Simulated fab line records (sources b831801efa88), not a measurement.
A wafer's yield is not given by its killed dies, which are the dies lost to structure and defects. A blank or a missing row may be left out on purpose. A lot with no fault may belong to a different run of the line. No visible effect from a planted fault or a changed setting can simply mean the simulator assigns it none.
fab line records	flow gf180mcu
record lots=13	wafers=39	last_day=34
route steps=602 shown STI@4 HV_LDD@196
lots untouched by any fault: they come from a run of this same line in which no faults occurred
start_h: the number of hours between the record's first day and the start of the first shown wafer of the lot	wait_h: hours elapsed since this lot's preceding step	" unchanged from the row above	L1.1+2: several wafers, shown together as one row	- no value present, or no start provided	* or withheld: withheld	< > ~ a bound
route shown NAME@n: NAME is a module with steps in the file, n the number in the route of the first one	usual: the fault-free wafers' mean and standard deviation	same: alike in all rows	chamber/n: place in a boat	sites: per-site readings	_std_site: standard deviation of those values	_edge_site: inner sites' mean taken away from outer sites' mean	radius_mm: how far each site lies from the wafer's centre	mask NAME#n: copy n	behind: the tool/chamber that last shaped the wafer	hold: why the lot was held/for how many hours/how that ended	device: names the non-switching transistor (n, p or np)	end of line: tests of these same wafers at the route's end	where a step has no rows: the recipe by itself	killed: not the wafer's yield, but the dies lost to structure and defects at the first sort	map: the dies of a wafer, with x for killed, . for not killed, _ for no die there
set.NAME: the setting the step ran with; set.NAME@STEP: the setting that earlier step ran with	model.NAME: the simulator's own value behind a step, which no gauge read
one table for each step of the route and one row for each wafer, over a sample of lots
services: from which hour (start_h, from the record's first day; less than 0 if before it) a tool's chamber was out of use, for how many hours, and why
## steps
# step GF_STI_CVD_03
# recipe material=Si3N4	precursor=DCS/NH3	target_thk_nm=207.16	temp_c=770	time_s=3551	pressure_mtorr=250
lot.wafer	tool	chamber	start_h	wait_h
L454.2+4+6	lpcvd-02	0	12.39	0.0
L455.1+4+6	lpcvd-01	0	16.62	0.1
L456.1+5+6	lpcvd-01	1	22.33	0.4
L460.1+2+4	lpcvd-02	0	47.12	0.1
L461.1+3+6	lpcvd-01	1	47.15	0.1
L462.1+5+6	lpcvd-01	0	53.38	0.1
L463.4+5+6	lpcvd-02	1	57.23	0.0
L465.1+3+6	lpcvd-02	0	67.14	0.1
L466.1+3+5	lpcvd-01	1	74.06	0.1
L469.1+2+3	lpcvd-01	0	87.04	0.1
L470.1+2+3	lpcvd-02	0	92.43	0.1
L471.1+2+6	lpcvd-01	1	96.62	0.1
L472.2+3+4	lpcvd-01	1	102.26	0.2
# step GF_STI_THK_MEAS_04
# recipe reads=Si3N4_of_STI_CVD_03
# usual STI_CVD_03_THK=206.6/1.5
lot.wafer	tool	chamber	start_h	wait_h	STI_CVD_03_THK[nm]
L454.2	film_metro-02	-	14.38	0.0	203.1
L454.4	"	-	"	"	204.5
L454.6	"	-	"	"	205.1
L455.1	film_metro-01	-	18.61	0.0	209.3
L455.4	"	-	"	"	208.0
L455.6	"	-	"	"	210.4
L456.1	film_metro-03	-	25.31	0.0	208.7
L456.5	"	-	"	"	208.3
L456.6	"	-	"	"	208.3
L460.1	film_metro-01	-	49.11	0.0	206.8
L460.2	"	-	"	"	207.3
L460.4	"	-	"	"	205.2
L461.1	film_metro-02	-	49.14	0.0	206.5
L461.3	"	-	"	"	206.8
L461.6	"	-	"	"	204.7
L462.1	film_metro-01	-	55.37	0.0	207.6
L462.5	"	-	"	"	205.2
L462.6	"	-	"	"	204.6
L463.4	film_metro-02	-	59.25	0.0	206.3
L463.5	"	-	"	"	205.7
L463.6	"	-	"	"	205.9
L465.1	film_metro-01	-	69.12	0.0	207.0
L465.3	"	-	"	"	206.9
L465.6	"	-	"	"	206.6
L466.1	film_metro-02	-	76.05	0.0	208.6
L466.3	"	-	"	"	204.8
L466.5	"	-	"	"	204.3
L469.1	film_metro-03	-	89.03	0.0	208.0
L469.2	"	-	"	"	207.1
L469.3	"	-	"	"	207.2
L470.1	film_metro-02	-	94.42	0.1	185.3
L470.2	"	-	"	"	185.7
L470.3	"	-	"	"	184.6
L471.1	film_metro-01	-	98.61	0.0	206.7
L471.2	"	-	"	"	204.1
L471.6	"	-	"	"	205.5
L472.2	film_metro-01	-	104.26	0.0	206.7
L472.3	"	-	"	"	206.6
L472.4	"	-	"	"	205.1
# step GF_STI_ETCH_13
# recipe chemistry=CHF3/O2	stop_on=Si	over_etch_frac=0.3	target_depth_a=2823.1	source_w=600	bias_w=200	pressure_mtorr=40	chf3_flow_sccm=50	O2_flow_sccm=5	time_s=112.9
# usual drypump_motor_current_A=5.9/0.46	oes_product_au=0.831/0.0052	throttle_valve_pct=8.810/0.0096
lot.wafer	tool	chamber	start_h	wait_h	drypump_motor_current_A	oes_product_au	rf_hours_counter_h	throttle_valve_pct
L454.2	rie_diel-04	1	27.04	0.1	6.1	0.827	106	8.817
L454.4	"	0	"	"	5.8	0.819	57	8.805
L454.6	"	1	"	"	6.1	0.839	-	8.821
L455.1	rie_diel-04	3	30.31	0.1	6.6	0.839	142	8.814
L455.4	"	2	"	"	5.1	0.836	24	8.814
L455.6	"	3	"	"	6.6	0.835	-	8.808
L456.1	rie_diel-04	2	37.86	0.1	5.1	0.836	24	8.810
L456.5	"	0	"	"	5.8	0.835	-	8.812
L456.6	"	3	"	"	6.6	0.829	-	8.820
L460.1	rie_diel-04	1	61.53	0.1	6.1	0.827	106	8.814
L460.2	"	3	"	"	6.6	0.834	142	8.792
L460.4	"	2	"	"	5.1	0.829	24	8.800
L461.1	rie_diel-01	2	62.09	0.1	6.3	0.829	157	8.809
L461.3	"	3	"	"	6.2	0.831	32	8.795
L461.6	"	0	"	"	5.4	0.829	-	8.801
L462.1	rie_diel-04	1	68.68	0.1	6.1	0.834	107	8.802
L462.5	"	1	"	"	6.1	0.822	-	8.814
L462.6	"	2	"	"	5.1	0.830	-	8.809
L463.4	rie_diel-04	0	72.33	0.0	5.8	0.829	58	8.813
L463.5	"	3	"	"	6.6	0.824	-	8.798
L463.6	"	2	"	"	5.1	0.826	-	8.810
L465.1	rie_diel-04	2	82.45	0.1	5.1	0.833	25	8.815
L465.3	"	3	"	"	6.6	0.835	143	8.808
L465.6	"	0	"	"	5.8	0.834	-	8.800
L466.1	rie_diel-02	2	89.49	0.1	5.8	0.836	74	8.806
L466.3	"	3	"	"	5.5	0.837	122	8.804
L466.5	"	1	"	"	5.2	0.824	-	8.797
L469.1	rie_diel-02	2	103.68	0.1	5.8	0.838	75	8.825
L469.2	"	1	"	"	5.2	0.831	10	8.795
L469.3	"	3	"	"	5.5	0.834	122	8.822
L470.1	rie_diel-02	2	109.11	0.1	5.8	0.787	75	8.797
L470.2	"	1	"	"	5.2	0.785	10	8.791
L470.3	"	2	"	"	5.8	0.781	-	8.797
L471.1	rie_diel-01	2	112.98	0.1	6.2	0.826	158	8.815
L471.2	"	3	"	"	6.1	0.825	33	8.793
L471.6	"	1	"	"	6.4	0.837	-	8.807
L472.2	rie_diel-01	1	119.43	0.1	6.4	0.833	87	8.801
L472.3	"	2	"	"	6.2	0.825	158	8.799
L472.4	"	0	"	"	5.4	0.829	36	8.819
# step GF_STI_THK_MEAS_30
# recipe reads=SiO2_of_STI_OXIDATION_29
# usual STI_OXIDATION_02_THK=9.98/0.17
lot.wafer	tool	chamber	start_h	wait_h	STI_OXIDATION_02_THK[nm]
L454.2	film_metro-01	-	32.92	0.0	9.79
L454.4	"	-	"	"	9.60
L454.6	"	-	"	"	9.88
L455.1	film_metro-02	-	42.27	0.0	9.80
L455.4	"	-	"	"	9.92
L455.6	"	-	"	"	9.90
L456.1	film_metro-01	-	51.40	0.0	9.75
L456.5	"	-	"	"	9.84
L456.6	"	-	"	"	9.83
L460.1	film_metro-03	-	67.03	0.0	10.03
L460.2	"	-	"	"	10.00
L460.4	"	-	"	"	9.91
L461.1	film_metro-01	-	72.86	0.0	9.83
L461.3	"	-	"	"	10.13
L461.6	"	-	"	"	9.97
L462.1	film_metro-01	-	74.26	0.0	9.70
L462.5	"	-	"	"	9.87
L462.6	"	-	"	"	9.81
L463.4	film_metro-02	-	78.33	0.0	9.82
L463.5	"	-	"	"	9.94
L463.6	"	-	"	"	9.97
L465.1	film_metro-02	-	87.29	0.0	10.13
L465.3	"	-	"	"	10.05
L465.6	"	-	"	"	10.05
L466.1	film_metro-02	-	94.70	0.0	9.89
L466.3	"	-	"	"	9.86
L466.5	"	-	"	"	10.15
L469.1	film_metro-03	-	108.09	0.0	10.25
L469.2	"	-	"	"	9.96
L469.3	"	-	"	"	10.06
L470.1	film_metro-01	-	114.46	0.0	10.15
L470.2	"	-	"	"	10.51
L470.3	"	-	"	"	10.25
L471.1	film_metro-03	-	117.35	0.0	9.95
L471.2	"	-	"	"	9.95
L471.6	"	-	"	"	9.88
L472.2	film_metro-01	-	125.19	0.0	9.80
L472.3	"	-	"	"	9.63
L472.4	"	-	"	"	9.72
# step GF_HV_LDD_OVL_MEAS_20
# usual HV_LDD_01_OVL=-0.5/1.3
lot.wafer	tool	chamber	start_h	wait_h	HV_LDD_01_OVL[nm]
L454.2	overlay-01	-	237.72	0.1	0.2
L454.4	"	-	"	"	-0.8
L454.6	"	-	"	"	2.1
L455.1	overlay-01	-	253.58	0.1	-2.5
L455.4	"	-	"	"	-2.8
L455.6	"	-	"	"	-1.5
L456.1	overlay-01	-	269.76	0.1	-1.9
L456.5	"	-	"	"	-3.0
L456.6	"	-	"	"	-3.0
L460.1	overlay-02	-	292.83	0.1	1.1
L460.2	"	-	"	"	1.0
L460.4	"	-	"	"	1.4
L461.1	overlay-02	-	308.18	0.1	-1.6
L461.3	"	-	"	"	-0.5
L461.6	"	-	"	"	-1.1
L462.1	overlay-02	-	309.43	0.1	1.3
L462.5	"	-	"	"	-0.4
L462.6	"	-	"	"	-0.1
L463.4	overlay-02	-	311.45	0.1	1.3
L463.5	"	-	"	"	0.0
L463.6	"	-	"	"	1.0
L465.1	overlay-01	-	319.83	0.1	-0.3
L465.3	"	-	"	"	-0.5
L465.6	"	-	"	"	-0.2
L466.1	overlay-02	-	335.08	0.1	1.4
L466.3	"	-	"	"	-1.5
L466.5	"	-	"	"	-1.7
L469.1	overlay-01	-	357.03	0.1	1.0
L469.2	"	-	"	"	1.2
L469.3	"	-	"	"	-1.5
L470.1	overlay-01	-	365.41	0.1	0.1
L470.2	"	-	"	"	0.3
L470.3	"	-	"	"	-1.2
L471.1	overlay-02	-	366.78	0.1	2.1
L471.2	"	-	"	"	2.0
L471.6	"	-	"	"	1.1
L472.2	overlay-01	-	384.13	0.1	-0.6
L472.3	"	-	"	"	0.1
L472.4	"	-	"	"	-1.5
# step GF_HV_LDD_THK_MEAS_57
# recipe reads=Si3N4_of_HV_LDD_CVD_56
# usual HV_LDD_CVD_56_THK=90.1/0.86
lot.wafer	tool	chamber	start_h	wait_h	HV_LDD_CVD_56_THK[nm]
L454.2	film_metro-01	-	279.78	0.0	90.9
L454.4	"	-	"	"	90.2
L454.6	"	-	"	"	90.1
L455.1	film_metro-04	-	296.92	0.0	90.6
L455.4	"	-	"	"	90.6
L455.6	"	-	"	"	89.3
L456.1	film_metro-04	-	315.17	0.0	90.1
L456.5	"	-	"	"	90.1
L456.6	"	-	"	"	89.5
L460.1	film_metro-01	-	339.40	0.0	89.8
L460.2	"	-	"	"	91.2
L460.4	"	-	"	"	90.2
L461.1	film_metro-01	-	358.84	0.0	91.1
L461.3	"	-	"	"	90.8
L461.6	"	-	"	"	91.7
L462.1	film_metro-03	-	358.88	0.0	89.7
L462.5	"	-	"	"	89.9
L462.6	"	-	"	"	89.4
L463.4	film_metro-04	-	362.29	0.0	90.1
L463.5	"	-	"	"	89.8
L463.6	"	-	"	"	89.6
L465.1	film_metro-01	-	369.38	0.0	90.4
L465.3	"	-	"	"	91.1
L465.6	"	-	"	"	91.2
L466.1	film_metro-04	-	384.07	0.0	88.8
L466.3	"	-	"	"	88.8
L466.5	"	-	"	"	89.5
L469.1	film_metro-04	-	407.16	0.0	90.1
L469.2	"	-	"	"	90.5
L469.3	"	-	"	"	91.2
L470.1	film_metro-04	-	417.15	0.0	90.1
L470.2	"	-	"	"	90.4
L470.3	"	-	"	"	90.6
L471.1	film_metro-03	-	418.58	0.0	89.8
L471.2	"	-	"	"	90.4
L471.6	"	-	"	"	90.7
L472.2	film_metro-04	-	436.53	0.0	90.1
L472.3	"	-	"	"	89.5
L472.4	"	-	"	"	90.1
## services
tool	chamber	start_h	hours	kind
rie_diel-04	1	32.87	15.2	repair
lpcvd-02	-	94.42	17.2	pm
rie_diel-04	3	104.23	5.6	repair
rie_diel-02	3	104.74	6.6	repair
rie_diel-02	0	108.44	8.6	repair
rie_diel-02	-	115.37	2.2	repair
## key
first_sign step=GF_STI_THK_MEAS_04	reading=STI_CVD_03_THK	direction=down	sigmas=14	usual=206.6	struck=185.2
effect step=GF_STI_ETCH_13	reading=oes_product_au	direction=down	sigmas=9.1	usual=0.831	struck=0.784
met_at GF_STI_CVD_03
struck_lots L470
struck_wafers L470.1,L470.2,L470.3
tester_left_out L470
not_acting_at GF_STI_THK_MEAS_30,GF_HV_LDD_OVL_MEAS_20,GF_HV_LDD_THK_MEAS_57
onset_between 67.14 92.43
fault kind=process_parameter_drift	tool=lpcvd-02	chamber=0	onset_h=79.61	steps=GF_STI_CVD_03	channel=time_s	offset=*	shape=step	end_h=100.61	acts_in=*	stated=*
# tester_left_out: of these lots the tester's yield and bins aren't shown, on N5 and GAA mostly nor the transistor test; their killed dies are dies lost to structure and defects alone, not to doping, threshold or leakage, so they don't give the yield
